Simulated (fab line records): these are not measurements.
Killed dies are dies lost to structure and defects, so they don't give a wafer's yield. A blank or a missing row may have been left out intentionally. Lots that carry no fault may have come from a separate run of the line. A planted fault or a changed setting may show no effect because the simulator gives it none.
8D (eight disciplines) problem report, filled in by code / flow sky130 / the parts of the form that need people (team, actions taken, sign-off) are left out

## 1. THE PROBLEM
Mean of strip_time_to_endpoint_s at SKY_VT_ADJUST_HVTR_STRIP_10: 16.37 s across 6 wafers in 2 lots; on wafers with no fault it is 14.16 s (standard deviation 0.05). That is +44 standard deviations from the usual mean.
The step: strips in O2/N2.
First observed at day 12 14:13: wafer L904.1, on plasma_asher-03. At this step, 36 wafers from 12 lots have a number in the record. Rule for "out" (also "out of limits"): further than 4 standard deviations from the usual mean. The rest of the wafers with a number are treated as sound.

## 2. WHAT THIS IS AND IS NOT
question=which readings at this step | is=strip_time_to_endpoint_s, oes_product_au | is not=chamber_pressure_mTorr, drypump_motor_current_A
question=which lots | is=L904, L905 | is not=L895, L907, L908, L910, L911, L912, L914, L915, L916, L917
question=which wafers of those lots | is=all that have a number | is not=-
question=read on which tools | is=plasma_asher-03 | is not=plasma_asher-01, plasma_asher-02
question=when | is=from day 12 14:13 | is not=up to then (3 sound wafers); but 27 sound wafers of L907, L908, L910, L911, L912, L914, L915, L916, L917 came after

## 3. SUSPECTS, AND WHAT RULES EACH OUT
Counting: a tool at any process step up to the reading remains a suspect when it ran all the lots that are out and ran no sound lot after the first of those.
- plasma_asher-03 at SKY_VT_ADJUST_HVTR_STRIP_10 (strips in O2/N2): kept. It ran every lot that is out, first L904 (day 12 14:13), and no sound lot after that; its last sound lot up to then is L895 (day 9 20:22). Its own oes_product_au, strip_time_to_endpoint_s readings are out on those wafers.
The count leaves plasma_asher-03 at SKY_VT_ADJUST_HVTR_STRIP_10.

## 4. THE CAUSE (what the simulator had put in)
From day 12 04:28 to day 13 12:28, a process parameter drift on plasma_asher-03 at SKY_VT_ADJUST_HVTR_STRIP_10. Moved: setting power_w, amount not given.
The count eliminated every tool but this one.

## 5. THE EFFECT CHAIN, in route order
Each row: a reading whose mean over the struck wafers that have a number lies more than 3 standard deviations from the usual. Only readings whose record carries a usual standard deviation are examined. hours: median over the lots of the time between each lot's start at the first step of this table that gives one and its start at this step. sigmas: the change, counted in usual standard deviations.
hours=0; step=SKY_VT_ADJUST_HVTR_STRIP_10; reading=oes_product_au; usual=0.716 a.u.; on struck wafers=0.647; change=-0.069; sigmas=-16
hours=0; step=SKY_VT_ADJUST_HVTR_STRIP_10; reading=strip_time_to_endpoint_s; usual=14.16 s; on struck wafers=16.37; change=+2.21; sigmas=+44
Here are the process steps it includes:
- SKY_VT_ADJUST_HVTR_STRIP_10: strips in O2/N2.

## 6. WHAT WOULD HAVE CAUGHT IT SOONER
In this record no reading fell out of limits until day 12 14:13, 10 hours after the fault had begun at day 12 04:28.
